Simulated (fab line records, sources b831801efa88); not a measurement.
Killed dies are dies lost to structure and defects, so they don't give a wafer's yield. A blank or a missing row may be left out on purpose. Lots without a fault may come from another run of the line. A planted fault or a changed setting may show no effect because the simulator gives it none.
Which tool did it? | flow sfq_line | 13 lots, 39 wafers sampled, at 2 steps of a route of 325

WHAT THE GAUGES READ, wafer by wafer
SFQ_R5_OVL_MEAS_935. Usual: R5_OVL -3 nm, standard deviation 6.2.
lot  | measured     | on         | R5_OVL (nm) | flag
L400 | day 61 06:35 | overlay-02 | -1 0 1      |
L401 | day 61 12:35 | overlay-02 | -2 -3 0     |
L402 | day 61 20:59 | overlay-02 | 0 0 -4      |
L403 | day 62 01:47 | overlay-01 | -2 -9 -5    |
L404 | day 66 20:21 | overlay-02 | -5 2 -3     |
L411 | day 69 05:41 | overlay-01 | -6 -14 -10  |
L417 | day 70 01:14 | overlay-01 | 8 7 -6      |
L418 | day 70 02:26 | overlay-01 | -2 -7 -4    |
L419 | day 70 05:17 | overlay-02 | 1 3 3       |
L420 | day 71 01:59 | overlay-02 | -4 2 -1     |
L421 | day 71 03:11 | overlay-02 | -3 -4 -3    |
L422 | day 71 04:23 | overlay-02 | 1 4 6       |
L423 | day 71 11:03 | overlay-02 | 4 -1 7      |

WHICH TOOL RAN EACH LOT (tool, then ch and the chambers of the sampled wafers, then the start)
lot  | SFQ_TRILAYER_M1_STRIP_STRIP_043
L400 | rie_metal-04 ch 0,1, day 17 20:53
L401 | rie_metal-03 ch 1, day 18 04:17
L402 | rie_metal-02 ch 0,1, day 18 06:29
L403 | rie_metal-02 ch 0,1, day 19 00:57
L404 | rie_metal-03 ch 0,1, day 19 10:31
L411 | rie_metal-03 ch 0,1, day 22 07:02
L417 | rie_metal-02 ch 0,1, day 24 01:50
L418 | rie_metal-04 ch 0,1, day 31 00:13
L419 | rie_metal-03 ch 0,1, day 31 09:45
L420 | rie_metal-02 ch 0,1, day 32 04:57
L421 | rie_metal-03 ch 0,1, day 32 11:40
L422 | rie_metal-03 ch 1, day 32 15:16
L423 | rie_metal-04 ch 0,1, day 32 20:04
- SFQ_TRILAYER_M1_STRIP_STRIP_043: strips in O2.

WHAT THE TOOLS THEMSELVES READ (means of the sampled wafers that have a number; where no wafer has one, the mark that the record gives instead)
SFQ_TRILAYER_M1_STRIP_STRIP_043. Usual: drypump_motor_current_A 5.7 A, standard deviation 0.33; oes_product_au 0.998 a.u., standard deviation 0.011.
lot  | tool         | drypump_motor_current_A (A) | oes_product_au (a.u.) | flag
L400 | rie_metal-04 | 5.3                         | 1.001                 |
L401 | rie_metal-03 | 6.0                         | 1.016                 |
L402 | rie_metal-02 | 5.7                         | 0.990                 |
L403 | rie_metal-02 | 5.7                         | 0.988                 |
L404 | rie_metal-03 | 6.0                         | 1.003                 |
L411 | rie_metal-03 | 5.9                         | 1.001                 |
L417 | rie_metal-02 | 5.6                         | 0.998                 |
L418 | rie_metal-04 | 5.5                         | 0.997                 |
L419 | rie_metal-03 | 6.0                         | 0.986                 |
L420 | rie_metal-02 | 5.7                         | 0.994                 |
L421 | rie_metal-03 | 6.0                         | 0.988                 |
L422 | rie_metal-03 | 6.0                         | 0.997                 |
L423 | rie_metal-04 | 5.5                         | 1.007                 |

THE ANSWER, worked out from the rows above alone
Rule: a lot is off if the mean of its wafers that have a number lies more than 3 standard deviations from the usual mean. A lot without any number at a reading at which 4 lots or more have one is off too. The other lots that the step has rows for count as sound. The gauges are gone through in route order, then the tools' own readings, and for those a lot's mean is taken as printed above. The first step at which some lot is off is used, and at that step the reading that is off furthest; a lot without a number counts as furthest.
No lot is off at any reading shown: from this, nothing can be told.

WHAT THE SIMULATOR HAD PUT IN
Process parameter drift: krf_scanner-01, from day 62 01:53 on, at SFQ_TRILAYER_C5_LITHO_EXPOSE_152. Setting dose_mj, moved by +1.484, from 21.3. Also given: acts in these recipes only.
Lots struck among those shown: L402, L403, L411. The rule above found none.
